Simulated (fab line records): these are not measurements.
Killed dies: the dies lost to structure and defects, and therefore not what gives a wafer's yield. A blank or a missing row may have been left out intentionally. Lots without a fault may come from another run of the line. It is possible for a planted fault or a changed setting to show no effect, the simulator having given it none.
fab line records	flow sky130
record: lots: 14	wafers: 39	last_day: 50
route steps=708 shown VT_ADJUST_HVTR@139 SONOS_TUNNEL@162 LDD_HVN@274 LDD_HVP@286 PAD_OPEN@708
lots untouched by any fault: they come from a run of this same line in which no faults occurred
start_h: hours from the record's first day to the start of the lot's first wafer shown	wait_h: hours since the lot's step before	" identical to the entry in the row above	L1.1+2: a single row standing in for several wafers	- no value present, or no start provided	* or withheld: withheld	< > ~ a bound
route shown NAME@n: NAME is a module with steps in the file, n the number in the route of the first one	usual: mean and standard deviation over wafers with no fault	same: alike in all rows	chamber/n: place in a boat	sites: each site's reading	_std_site: their standard deviation	_edge_site: outer sites' mean less inner sites'	radius_mm: how far each site lies from the wafer's centre	mask NAME#n: copy n	behind: the last tool/chamber to shape the wafer	hold: why the lot went on hold/how many hours it stayed there/how the hold came to an end	device: whichever transistor did not switch (one of n, p or np)	end of line: tests of these same wafers at the route's end	step lacking rows: just its recipe	killed: at the first sort, the dies lost to defects and structure; wafer yield is something else	map: dies across one wafer; x = killed, . = not, _ = none there
set.NAME: the run value of the setting; set.NAME@STEP: its run value at that earlier step	model.NAME: the simulator's own value behind a step, which no gauge read
one table for each step of the route and one row for each wafer, over a sample of lots
services: a tool's chamber out of use, with start hour (start_h, from the record's first day; less than 0 if before it), hours out, and reason
== steps ==
step: SKY_VT_ADJUST_HVTR_OVL_MEAS_08
usual: VT_ADJUST_HVTR_OVL: -0.2/1.5
lot.wafer	tool	chamber	start_h	wait_h	VT_ADJUST_HVTR_OVL[nm]
L152.1	overlay-02	-	205.26	0.1	-1.5
L152.4	"	-	"	"	0.3
L152.6	"	-	"	"	-1.2
L153.4	overlay-01	-	211.55	0.1	0.3
L153.5	"	-	"	"	0.0
L153.6	"	-	"	"	-1.2
L154.1	overlay-01	-	216.83	0.1	1.7
L154.3	"	-	"	"	0.0
L154.6	"	-	"	"	2.1
L159.4	overlay-02	-	253.95	0.1	-3.5
L159.5	"	-	"	"	-3.8
L161.2	overlay-02	-	268.82	0.1	1.3
L161.4	"	-	"	"	0.8
L162.2	overlay-02	-	278.17	0.1	0.7
L162.5	"	-	"	"	1.1
L166.1	overlay-01	-	307.13	0.1	2.3
L166.2	"	-	"	"	2.6
L166.6	"	-	"	"	1.5
L168.4	overlay-02	-	321.45	0.1	-3.3
L168.5	"	-	"	"	-2.9
L168.6	"	-	"	"	-2.9
L169.1	overlay-02	-	333.28	0.1	1.2
L169.5	"	-	"	"	-0.6
L169.6	"	-	"	"	0.5
L170.3	overlay-01	-	335.02	0.1	-1.6
L170.4	"	-	"	"	0.2
L170.6	"	-	"	"	-0.1
L171.2	overlay-01	-	346.63	0.1	-1.0
L171.3	"	-	"	"	0.0
L171.5	"	-	"	"	-0.7
L172.1	overlay-01	-	347.93	0.1	0.1
L172.2	"	-	"	"	1.4
L172.6	"	-	"	"	1.5
L174.1	overlay-02	-	365.53	0.1	0.3
L174.2	"	-	"	"	0.4
L174.4	"	-	"	"	-0.9
L175.1	overlay-01	-	373.45	0.1	-1.4
L175.4	"	-	"	"	-0.5
L175.5	"	-	"	"	-1.8
step: SKY_SONOS_TUNNEL_OVL_MEAS_08
usual: SONOS_TUNNEL_OVL: 0.5/1.3
lot.wafer	tool	chamber	start_h	wait_h	SONOS_TUNNEL_OVL[nm]
L152.1	overlay-01	-	250.18	0.1	-1.1
L152.4	"	-	"	"	0.8
L152.6	"	-	"	"	-0.5
L153.4	overlay-02	-	258.05	0.1	-0.6
L153.5	"	-	"	"	0.5
L153.6	"	-	"	"	-0.1
L154.1	overlay-01	-	263.67	0.1	0.0
L154.3	"	-	"	"	-0.5
L154.6	"	-	"	"	-0.9
L159.4	overlay-02	-	303.40	0.1	2.8
L159.5	"	-	"	"	2.3
L161.2	overlay-02	-	319.74	0.1	-0.8
L161.4	"	-	"	"	-1.2
L162.2	overlay-01	-	329.72	0.1	0.3
L162.5	"	-	"	"	-1.0
L166.1	overlay-02	-	361.72	0.1	0.5
L166.2	"	-	"	"	-0.1
L166.6	"	-	"	"	1.1
L168.4	overlay-01	-	376.19	0.1	1.1
L168.5	"	-	"	"	2.6
L168.6	"	-	"	"	2.3
L169.1	overlay-02	-	390.03	0.1	-0.2
L169.5	"	-	"	"	0.3
L169.6	"	-	"	"	-0.6
L170.3	overlay-01	-	392.59	0.1	-0.8
L170.4	"	-	"	"	0.6
L170.6	"	-	"	"	-0.5
L171.2	overlay-01	-	403.99	0.1	1.6
L171.3	"	-	"	"	1.7
L171.5	"	-	"	"	2.8
L172.1	overlay-01	-	405.23	0.1	0.9
L172.2	"	-	"	"	0.5
L172.6	"	-	"	"	1.9
L174.1	overlay-02	-	425.08	0.1	-0.3
L174.2	"	-	"	"	-1.0
L174.4	"	-	"	"	0.7
L175.1	overlay-02	-	432.68	0.1	1.6
L175.4	"	-	"	"	2.6
L175.5	"	-	"	"	1.9
step: SKY_LDD_HVN_OVL_MEAS_07
usual: LDD_HVN_OVL: 1.0/1.6
lot.wafer	tool	chamber	start_h	wait_h	LDD_HVN_OVL[nm]
L152.1	overlay-02	-	464.31	0.1	0.7
L152.4	"	-	"	"	-1.2
L152.6	"	-	"	"	0.7
L153.4	overlay-01	-	469.31	0.1	0.6
L153.5	"	-	"	"	0.7
L153.6	"	-	"	"	3.0
L154.1	overlay-02	-	477.54	0.1	1.4
L154.3	"	-	"	"	1.1
L154.6	"	-	"	"	1.6
L159.4	overlay-02	-	529.71	0.1	2.5
L159.5	"	-	"	"	2.1
L161.2	overlay-02	-	547.85	0.1	-0.3
L161.4	"	-	"	"	-0.1
L162.2	overlay-01	-	558.85	0.1	2.8
L162.5	"	-	"	"	3.3
L166.1	overlay-02	-	594.50	0.1	1.2
L166.2	"	-	"	"	-0.6
L166.6	"	-	"	"	1.4
L168.4	overlay-02	-	605.01	0.1	0.3
L168.5	"	-	"	"	-1.1
L168.6	"	-	"	"	-0.3
L169.1	overlay-02	-	616.31	0.1	1.1
L169.5	"	-	"	"	1.4
L169.6	"	-	"	"	-0.9
L170.3	overlay-02	-	621.62	0.1	-0.6
L170.4	"	-	"	"	-1.1
L170.6	"	-	"	"	0.3
L172.1	overlay-02	-	632.25	0.1	-2.5
L172.2	"	-	"	"	-1.2
L172.6	"	-	"	"	-0.8
L171.2	overlay-02	-	636.25	0.1	1.1
L171.3	"	-	"	"	2.1
L171.5	"	-	"	"	2.0
L174.1	overlay-01	-	650.31	0.1	-0.3
L174.2	"	-	"	"	-0.4
L174.4	"	-	"	"	-0.6
L175.1	overlay-01	-	656.64	0.1	3.3
L175.4	"	-	"	"	1.3
L175.5	"	-	"	"	1.0
step: SKY_LDD_HVP_IMPLANT_08
recipe: species: B	energy_kev: 20	dose_cm2: 1.7e+13	tilt_deg: 17.9
usual: beam_on_s: 10.01/0.21	faraday_current_uA: 95.7/2
same: implant_ion_amu: 11
lot.wafer	tool	chamber	start_h	wait_h	beam_on_s	faraday_current_uA
L152.1	implanter-04	0	494.34	0.0	9.92	96.5
L152.4	"	0	"	"	10.06	95.1
L152.6	"	0	"	"	9.95	96.7
L153.4	implanter-01	0	500.32	0.1	9.71	98.5
L153.5	"	0	"	"	10.19	93.8
L153.6	"	0	"	"	10.20	94.2
L154.1	implanter-01	0	508.39	0.0	10.02	95.7
L154.3	"	0	"	"	9.76	98.0
L154.6	"	0	"	"	10.03	95.9
L159.4	implanter-03	0	559.81	0.1	11.48	83.7
L159.5	"	0	"	"	11.28	85.2
L161.2	implanter-03	0	577.37	0.0	10.09	95.0
L161.4	"	0	"	"	11.02	86.6
L162.2	implanter-03	0	588.47	0.0	10.04	95.5
L162.5	"	0	"	"	11.32	84.6
L166.1	implanter-04	0	623.39	0.0	10.46	91.6
L166.2	"	0	"	"	10.45	91.7
L166.6	"	0	"	"	9.93	96.7
L168.4	implanter-01	0	634.27	0.1	9.95	96.4
L168.5	"	0	"	"	10.05	95.9
L168.6	"	0	"	"	9.75	97.7
L169.1	implanter-04	0	644.49	0.0	10.13	94.9
L169.5	"	0	"	"	10.13	94.2
L169.6	"	0	"	"	10.06	95.5
L170.3	implanter-01	0	651.04	0.1	10.42	91.6
L170.4	"	0	"	"	10.22	93.9
L170.6	"	0	"	"	9.87	96.4
L172.1	implanter-03	0	660.89	0.0	9.94	96.3
L172.2	"	0	"	"	10.15	94.1
L172.6	"	0	"	"	10.10	95.4
L171.2	implanter-04	0	664.82	0.0	9.78	97.6
L171.3	"	0	"	"	9.74	98.8
L171.5	"	0	"	"	10.16	94.3
L174.1	implanter-04	0	678.73	0.0	9.74	98.2
L174.2	"	0	"	"	9.84	97.0
L174.4	"	0	"	"	10.05	95.5
L175.1	implanter-04	0	684.49	0.0	10.09	94.9
L175.4	"	0	"	"	9.97	96.1
L175.5	"	0	"	"	10.00	96.0
step: SKY_LDD_HVP_TW_MEAS_10
usual: LDD_HVP_TW: 458/3.5
lot.wafer	tool	chamber	start_h	wait_h	LDD_HVP_TW
L152.1	film_metro-02	-	494.59	0.1	452
L152.4	"	-	"	"	454
L152.6	"	-	"	"	454
L153.4	film_metro-01	-	500.52	0.1	459
L153.5	"	-	"	"	461
L153.6	"	-	"	"	462
L154.1	film_metro-01	-	508.64	0.1	459
L154.3	"	-	"	"	460
L154.6	"	-	"	"	457
L159.4	film_metro-03	-	560.01	0.1	476
L159.5	"	-	"	"	480
L161.2	film_metro-01	-	577.60	0.1	458
L161.4	"	-	"	"	479
L162.2	film_metro-01	-	588.70	0.1	463
L162.5	"	-	"	"	479
L166.1	film_metro-03	-	623.64	0.1	458
L166.2	"	-	"	"	457
L166.6	"	-	"	"	457
L168.4	film_metro-03	-	634.47	0.1	456
L168.5	"	-	"	"	457
L168.6	"	-	"	"	456
L169.1	film_metro-03	-	644.74	0.1	459
L169.5	"	-	"	"	456
L169.6	"	-	"	"	458
L170.3	film_metro-01	-	651.26	0.1	463
L170.4	"	-	"	"	461
L170.6	"	-	"	"	461
L172.1	film_metro-01	-	661.14	0.1	463
L172.2	"	-	"	"	463
L172.6	"	-	"	"	462
L171.2	film_metro-02	-	665.05	0.1	451
L171.3	"	-	"	"	451
L171.5	"	-	"	"	454
L174.1	film_metro-03	-	678.98	0.1	452
L174.2	"	-	"	"	454
L174.4	"	-	"	"	453
L175.1	film_metro-02	-	684.74	0.1	449
L175.4	"	-	"	"	454
L175.5	"	-	"	"	454
step: SKY_PAD_OPEN_PROBE_99
usual: killed_at_M0_to_M3: 44/6.8	killed_at_M4_up: 3.2/1.7	killed_at_contacts: 24/4.9	killed_at_front_end: 14/4.1	killed_at_other: 0.2/0.51	killed_dies: 85/8.7	killed_on_rim: 16/4	killed_open: 46/6.8	killed_short: 39/6.1
same: gross_dies: 492	killed_at_back_side: 0
lot.wafer	tool	chamber	start_h	wait_h	killed_at_M0_to_M3	killed_at_M4_up	killed_at_contacts	killed_at_front_end	killed_at_other	killed_dies	killed_on_rim	killed_open	killed_short
L152.1	prober-02	-	1075.81	0.1	41	3	24	12	0	80	12	45	35
L152.4	prober-02	-	1075.96	0.2	47	4	30	7	0	88	19	48	40
L152.6	prober-02	-	1076.06	0.2	41	3	26	11	0	81	20	46	35
L153.4	prober-01	-	1076.42	0.2	49	4	19	12	1	85	17	51	34
L153.5	prober-01	-	1076.47	0.2	42	1	26	19	0	88	16	49	39
L153.6	prober-01	-	1076.52	0.2	50	4	25	14	1	94	16	59	35
L154.1	prober-02	-	1081.83	0.1	39	2	23	12	0	76	14	42	34
L154.3	prober-02	-	1081.93	0.2	31	5	33	10	0	79	14	42	37
L154.6	prober-02	-	1082.08	0.2	47	2	23	17	0	89	20	45	44
L159.4	prober-01	-	1115.67	0.2	29	2	21	14	0	66	9	37	29
L159.5	prober-01	-	1115.72	0.2	50	3	18	10	0	81	14	55	26
L161.2	prober-01	-	1131.59	0.1	39	3	27	13	0	82	11	43	39
L161.4	prober-01	-	1131.69	0.2	29	2	19	12	0	62	10	38	24
L162.2	prober-02	-	1137.76	0.1	41	7	20	8	0	76	10	42	34
L162.5	prober-02	-	1137.91	0.2	43	2	33	15	0	93	17	54	39
L166.1	prober-02	-	1168.22	0.1	49	5	27	23	0	104	21	53	51
L166.2	prober-02	-	1168.27	0.1	48	4	30	13	0	95	26	46	49
L166.6	prober-02	-	1168.47	0.2	48	4	27	18	0	97	16	51	46
L170.3	prober-02	-	1174.41	0.2	38	1	19	10	0	68	15	44	24
L170.4	prober-02	-	1174.46	0.2	37	2	23	25	0	87	18	48	39
L170.6	prober-02	-	1174.56	0.2	44	3	27	15	0	89	16	48	41
L171.2	prober-02	-	1184.46	0.1	46	0	25	11	0	82	17	30	52
L171.3	prober-02	-	1184.51	0.2	43	0	22	15	0	80	8	48	32
L171.5	prober-02	-	1184.61	0.2	50	2	21	12	1	86	15	46	40
L174.1	prober-02	-	1194.18	0.1	43	3	24	9	0	79	17	47	32
L174.2	prober-02	-	1194.23	0.1	51	5	25	14	0	95	19	51	44
L174.4	prober-02	-	1194.33	0.2	43	2	26	13	0	84	21	46	38
killed by level:class
L152.1 CONTACT:geometric_particle:open=11 VIA1:geometric_particle:open=10 VIA1:geometric_particle:short=7 VIA3:geometric_particle:open=6 POLY_GATE:geometric_particle:open=5 LOCAL_INTERCONNECT:geometric_particle:short=4 CONTACT:geometric_particle:short=4 METAL2:geometric_particle:short=4
L152.4 VIA1:geometric_particle:open=10 VIA2:geometric_particle:open=9 LI_CONTACT:geometric_particle:open=8 CONTACT:geometric_particle:open=7 METAL2:geometric_particle:short=6 LI_CONTACT:geometric_particle:short=5 CONTACT:geometric_particle:short=5 VIA3:geometric_particle:short=5
L152.6 CONTACT:geometric_particle:open=13 VIA1:geometric_particle:open=12 VIA3:geometric_particle:open=8 VIA2:geometric_particle:short=7 POLY_GATE:geometric_particle:open=6 LOCAL_INTERCONNECT:geometric_particle:short=6 LI_CONTACT:geometric_particle:open=5 VIA1:geometric_particle:short=4
L153.4 VIA1:geometric_particle:open=10 CONTACT:geometric_particle:open=9 VIA2:geometric_particle:open=7 METAL1:geometric_particle:short=6 VIA3:geometric_particle:open=6 CONTACT:geometric_particle:short=5 VIA1:geometric_particle:short=4 VIA3:geometric_particle:short=4
L153.5 CONTACT:geometric_particle:open=12 FIELD_ISO:geometric_particle:open=7 VIA3:geometric_particle:open=7 VIA1:geometric_particle:short=6 VIA2:geometric_particle:open=6 FIELD_ISO:geometric_particle:short=5 LI_CONTACT:geometric_particle:open=5 CONTACT:geometric_particle:short=5
L153.6 VIA1:geometric_particle:open=14 CONTACT:geometric_particle:open=10 VIA3:geometric_particle:open=7 VIA2:geometric_particle:open=7 VIA2:geometric_particle:short=6 FIELD_ISO:geometric_particle:open=5 LI_CONTACT:geometric_particle:open=5 CONTACT:geometric_particle:short=5
L154.1 VIA2:geometric_particle:open=9 CONTACT:geometric_particle:open=7 VIA1:geometric_particle:open=7 LOCAL_INTERCONNECT:geometric_particle:short=6 VIA2:geometric_particle:short=6 VIA3:geometric_particle:open=5 LI_CONTACT:geometric_particle:open=5 FIELD_ISO:geometric_particle:short=4
L154.3 CONTACT:geometric_particle:open=14 VIA1:geometric_particle:open=10 CONTACT:geometric_particle:short=7 LOCAL_INTERCONNECT:geometric_particle:short=5 METAL2:geometric_particle:short=5 FIELD_ISO:geometric_particle:open=4 LI_CONTACT:geometric_particle:open=4 METAL1:geometric_particle:short=3
L154.6 VIA2:geometric_particle:open=10 METAL3:geometric_particle:short=7 VIA1:geometric_particle:open=6 CONTACT:geometric_particle:open=6 METAL1:geometric_particle:short=6 VIA3:geometric_particle:open=6 CONTACT:geometric_particle:short=5 FIELD_ISO:geometric_particle:open=4
L159.4 CONTACT:geometric_particle:open=8 METAL1:geometric_particle:short=6 LOCAL_INTERCONNECT:geometric_particle:short=5 VIA3:geometric_particle:open=5 FIELD_ISO:geometric_particle:open=4 LI_CONTACT:geometric_particle:open=4 VIA1:geometric_particle:short=4 VIA1:geometric_particle:open=4
L159.5 VIA1:geometric_particle:open=12 VIA3:geometric_particle:open=10 VIA2:geometric_particle:open=8 CONTACT:geometric_particle:open=8 LOCAL_INTERCONNECT:geometric_particle:short=5 POLY_GATE:geometric_particle:open=4 METAL2:geometric_particle:short=4 LI_CONTACT:geometric_particle:open=3
L161.2 CONTACT:geometric_particle:open=10 VIA2:geometric_particle:open=8 VIA1:geometric_particle:open=6 FIELD_ISO:geometric_particle:open=5 VIA3:geometric_particle:open=5 LOCAL_INTERCONNECT:geometric_particle:short=5 CONTACT:geometric_particle:short=5 LI_CONTACT:geometric_particle:open=4
L161.4 VIA3:geometric_particle:open=8 METAL2:geometric_particle:short=6 LI_CONTACT:geometric_particle:open=5 CONTACT:geometric_particle:open=5 VIA2:geometric_particle:open=4 POLY_GATE:geometric_particle:open=3 LI_CONTACT:geometric_particle:short=3 VIA1:geometric_particle:open=3
L162.2 CONTACT:geometric_particle:open=8 VIA1:geometric_particle:open=8 METAL2:geometric_particle:short=7 FIELD_ISO:geometric_particle:open=6 METAL1:geometric_particle:short=6 VIA3:geometric_particle:open=6 METAL4:geometric_particle:short=5 METAL3:geometric_particle:short=5
L162.5 VIA1:geometric_particle:open=13 CONTACT:geometric_particle:open=12 LI_CONTACT:geometric_particle:open=9 CONTACT:geometric_particle:short=7 POLY_GATE:geometric_particle:open=6 METAL1:geometric_particle:short=6 VIA2:geometric_particle:short=5 METAL2:geometric_particle:short=5
L166.1 CONTACT:geometric_particle:open=12 VIA1:geometric_particle:open=10 FIELD_ISO:geometric_particle:short=9 VIA3:geometric_particle:open=7 FIELD_ISO:geometric_particle:open=6 METAL2:geometric_particle:short=6 VIA1:geometric_particle:short=6 METAL3:geometric_particle:short=6
L166.2 METAL1:geometric_particle:short=11 LI_CONTACT:geometric_particle:open=9 CONTACT:geometric_particle:open=9 VIA1:geometric_particle:open=9 METAL2:geometric_particle:short=9 CONTACT:geometric_particle:short=6 FIELD_ISO:geometric_particle:open=4 VIA2:geometric_particle:open=4
L166.6 CONTACT:geometric_particle:open=11 METAL2:geometric_particle:short=8 VIA1:geometric_particle:open=7 VIA3:geometric_particle:open=7 FIELD_ISO:geometric_particle:open=6 LI_CONTACT:geometric_particle:open=6 CONTACT:geometric_particle:short=5 METAL1:geometric_particle:short=5
L170.3 CONTACT:geometric_particle:open=11 VIA1:geometric_particle:open=11 FIELD_ISO:geometric_particle:open=5 VIA2:geometric_particle:open=5 CONTACT:geometric_particle:short=5 METAL2:geometric_particle:short=4 METAL3:geometric_particle:short=4 POLY_GATE:geometric_particle:open=3
L170.4 POLY_GATE:geometric_particle:open=10 VIA1:geometric_particle:open=9 METAL1:geometric_particle:short=8 CONTACT:geometric_particle:open=6 VIA2:geometric_particle:open=6 LI_CONTACT:geometric_particle:open=5 METAL2:geometric_particle:short=5 FIELD_ISO:geometric_particle:short=4
L170.6 VIA1:geometric_particle:open=13 CONTACT:geometric_particle:open=10 LI_CONTACT:geometric_particle:open=8 LOCAL_INTERCONNECT:geometric_particle:short=6 METAL1:geometric_particle:short=6 METAL2:geometric_particle:short=6 FIELD_ISO:geometric_particle:short=5 POLY_GATE:geometric_particle:short=5
L171.2 CONTACT:geometric_particle:short=9 METAL2:geometric_particle:short=7 VIA1:geometric_particle:short=7 METAL3:geometric_particle:short=7 CONTACT:geometric_particle:open=6 METAL1:geometric_particle:short=6 LI_CONTACT:geometric_particle:open=5 VIA3:geometric_particle:open=5
L171.3 CONTACT:geometric_particle:open=10 VIA2:geometric_particle:open=9 LI_CONTACT:geometric_particle:open=7 VIA1:geometric_particle:open=7 VIA3:geometric_particle:open=6 METAL1:geometric_particle:short=5 FIELD_ISO:geometric_particle:short=4 METAL2:geometric_particle:short=4
L171.5 VIA1:geometric_particle:open=15 CONTACT:geometric_particle:open=8 LI_CONTACT:geometric_particle:open=7 METAL1:geometric_particle:short=6 VIA1:geometric_particle:short=6 METAL2:geometric_particle:short=6 FIELD_ISO:geometric_particle:open=4 POLY_GATE:geometric_particle:short=4
L174.1 VIA1:geometric_particle:open=11 VIA2:geometric_particle:open=9 CONTACT:geometric_particle:open=9 LI_CONTACT:geometric_particle:open=6 FIELD_ISO:geometric_particle:short=4 CONTACT:geometric_particle:short=4 METAL1:geometric_particle:short=4 VIA3:geometric_particle:short=4
L174.2 LI_CONTACT:geometric_particle:open=9 CONTACT:geometric_particle:open=8 VIA3:geometric_particle:open=8 VIA2:geometric_particle:open=8 VIA1:geometric_particle:open=7 METAL1:geometric_particle:short=6 VIA1:geometric_particle:short=6 METAL3:geometric_particle:short=5
L174.4 VIA2:geometric_particle:open=11 CONTACT:geometric_particle:open=8 VIA1:geometric_particle:open=7 FIELD_ISO:geometric_particle:short=6 METAL2:geometric_particle:short=6 METAL1:geometric_particle:short=6 FIELD_ISO:geometric_particle:open=5 LI_CONTACT:geometric_particle:open=5
== services ==
tool	chamber	start_h	hours	kind
implanter-04	-	470.48	3.2	pm
implanter-01	-	488.37	3.3	repair
implanter-01	-	641.94	2.8	repair
implanter-04	-	647.16	12.9	repair
implanter-03	-	647.29	3.7	repair
implanter-03	-	663.77	5.9	pm
== key ==
first_sign: step: SKY_LDD_HVP_IMPLANT_08	reading: beam_on_s	direction: up	sigmas: 6.2	usual: 10.01	struck: 11.28
effect: step: SKY_LDD_HVP_IMPLANT_08	reading: faraday_current_uA	direction: down	sigmas: 5.4	usual: 95.7	struck: 85.0
effect: step: SKY_LDD_HVP_TW_MEAS_10	reading: LDD_HVP_TW	direction: up	sigmas: 5.8	usual: 458	struck: 478
met_at SKY_LDD_HVP_IMPLANT_08
struck_lots L159,L161,L162
struck_wafers L159.4,L159.5,L161.4,L162.5
tester_left_out L159,L161,L162
not_acting_at SKY_VT_ADJUST_HVTR_OVL_MEAS_08,SKY_SONOS_TUNNEL_OVL_MEAS_08,SKY_LDD_HVN_OVL_MEAS_07
fault: kind: process_parameter_drift	tool: implanter-03	chamber: -	onset_h: 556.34	steps: SKY_LDD_HVP_IMPLANT_08	channel: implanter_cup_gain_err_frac	offset: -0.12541	shape: step	end_h: 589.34	scope: struck_wafers_only
tester_left_out: of these lots the tester's yield and bins aren't shown, on N5 and GAA mostly nor the transistor test; their killed dies are dies lost to structure and defects alone, not to doping, threshold or leakage, so they don't give the yield
